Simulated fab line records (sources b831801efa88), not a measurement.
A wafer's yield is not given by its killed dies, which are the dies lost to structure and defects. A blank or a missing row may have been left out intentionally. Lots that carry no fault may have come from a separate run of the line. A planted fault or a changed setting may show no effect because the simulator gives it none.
2 desks, one fault / flow sfqLine / each desk holds nothing but its own numbers, with what lay behind them at the end

DESK OF THE TOOL OWNER: pvdSputter-04
The tool's own readings at SFQ_TRILAYER_M2_DEP_SPUTTER_055 (material Nb, target thk 200 nm, time 133.3 s): means of the sampled wafers that have a number, for each lot that ran on this tool. If a lot's mean is further than 4 standard deviations from the usual mean, the lot is out of limits and carries the mark OUT (the distance appears in the brackets).
Columns: A = cathodeDcPowerW at SFQ_TRILAYER_M2_DEP_SPUTTER_055, usual 1999.9 W; B = throttleValvePct at SFQ_TRILAYER_M2_DEP_SPUTTER_055, usual 30.7 %
lot=L336; first seen here=day 17 23:51; A=1999.8; B=30.3
lot=L337; first seen here=day 18 02:15; A=1999.8; B=30.4
lot=L338; first seen here=day 18 07:12; A=2000.0; B=30.2
lot=L339; first seen here=day 18 17:25; A=1999.7; B=30.6
lot=L350; first seen here=day 23 05:22; A=2000.3; B=30.4
lot=L352; first seen here=day 24 05:46; A=1999.9; B=30.3
This desk's finding: nothing out of limits on any of the 6 lots.

THE METROLOGY DESK
What the gauges read, lot by lot, whatever tool the lot ran on: means of the sampled wafers that have a number. If a lot's mean is further than 4 standard deviations from the usual mean, the lot is out of limits and carries the mark OUT (the distance appears in the brackets).
Columns: A = M2_NB_RS at SFQ_M2_RS_MEAS_914, usual 0.889 ohm/sq
lot=L334; first seen here=day 16 23:53; A=0.907
lot=L335; first seen here=day 17 08:30; A=0.896
lot=L336; first seen here=day 17 23:56; A=0.894
lot=L337; first seen here=day 18 02:20; A=0.883
lot=L338; first seen here=day 18 07:17; A=0.892
lot=L339; first seen here=day 18 17:32; A=0.891
lot=L340; first seen here=day 19 04:55; A=0.901
lot=L341; first seen here=day 19 09:08; A=0.896
lot=L343; first seen here=day 20 10:19; A=0.888
lot=L345; first seen here=day 21 11:29; A=0.886
lot=L350; first seen here=day 23 05:28; A=0.704 (-20) OUT
lot=L351; first seen here=day 23 15:25; A=0.879
lot=L352; first seen here=day 24 05:52; A=0.692 (-21) OUT
lot=L357; first seen here=day 26 13:19; A=0.872
This desk reports L350, L352 out of limits; the earliest was L350 at day 23 05:28 (M2_NB_RS at SFQ_M2_RS_MEAS_914). Within limits: L334, L335, L336, L337, L338, L339, L340, L341, L343, L345, L351, L357.

PUT TOGETHER
At day 23 05:28 the metrology desk could have sounded an alarm, on L350, L352.
The tool owner's desk saw nothing out of limits.
On record at the tool owner's desk: L350, L352, within its limits.
On pvdSputter-04, each named lot ran SFQ_TRILAYER_M2_DEP_SPUTTER_055.

WHAT WAS PUT IN BY THE SIMULATOR
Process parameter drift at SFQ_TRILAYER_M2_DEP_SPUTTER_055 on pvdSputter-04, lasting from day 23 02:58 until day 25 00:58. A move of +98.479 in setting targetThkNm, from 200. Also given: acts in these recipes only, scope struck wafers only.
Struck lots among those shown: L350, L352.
Hours from the fault's start to each desk's first reading out of limits: the metrology desk, 3.
